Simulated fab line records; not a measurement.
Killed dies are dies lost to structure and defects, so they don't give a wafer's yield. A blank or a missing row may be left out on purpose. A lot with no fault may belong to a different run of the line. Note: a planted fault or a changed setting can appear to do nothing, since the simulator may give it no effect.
Chamber matching    flow sky130    SKY_FIELD_ISO_CMP_27 on cmp-01 has 4 sister chambers
The step polishes, stops on Si3N4, t overpolish 16 s, target thk 457.8 nm. 14 wafers are shown with their chamber, then 7 later ones without.

EACH WAFER AND ITS CHAMBER
wafer   chamber  motorCurrentA (A)  timeToEndpointS (s)  overpolishRunS (s)
L353.1  2        12.2               108                  16.001
L353.2  0        13.8               117                  15.996
L353.5  1        15.8               112                  16.006
L362.4  0        13.7               119                  16.009
L362.5  3        10.9               111                  16.019
L362.6  2        12.3               106                  16.005
L364.3  3        11.1               118                  15.976
L364.4  2        12.4               113                  15.997
L364.5  2        12.9               114                  15.987
L366.2  1        14.9               109                  15.999
L366.3  2        12.6               104                  15.984
L366.5  2        12.6               105                  15.983
L368.1  3        10.8               108                  15.999
L368.2  1        14.7               107                  15.982

SIGNATURES (averages over the wafers above)
reading          chamber 0  chamber 1  chamber 2  chamber 3  scatter within a chamber
motorCurrentA    13.750     15.133     12.500     10.933     0.325
timeToEndpointS  118.00     109.33     108.33     112.33     3.96
overpolishRunS   16.00250   15.99567   15.99283   15.99800   0.0133
Rule: for a wafer and a chamber, the distance is found by dividing, reading by reading, the gap between the wafer's reading and the chamber's mean by the reading's scatter, squaring, summing and taking the root. If the next closest chamber is less than 2 further off than the closest, the wafer can't be placed; otherwise it belongs to the closest. The scatter: the root of (the sum of the squares of (reading less its chamber's mean) over the shown wafers, divided by (wafers less chambers)).

WAFERS MISSING THEIR CHAMBER
wafer   motorCurrentA (A)  timeToEndpointS (s)  overpolishRunS (s)
L368.4  13.3               109                  15.994
L375.2  13.8               122                  16.016
L375.3  12.7               113                  15.994
L375.4  14.4               105                  16.015
L376.1  15.6               110                  15.987
L376.3  12.7               111                  16.003
L376.4  13.4               119                  16.012

THE CHAMBER EACH PASSED THROUGH
wafer   from the rows above      in truth
L368.4  can't be placed: 2 or 0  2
L375.2  0                        0
L375.3  2                        2
L375.4  can't be placed: 1 or 0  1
L376.1  1                        1
L376.3  2                        2
L376.4  0                        0
Placed correctly: 5 of 7. These rows do not allow placing 2 (true chamber among the candidates in 2). Placed wrongly: 0.
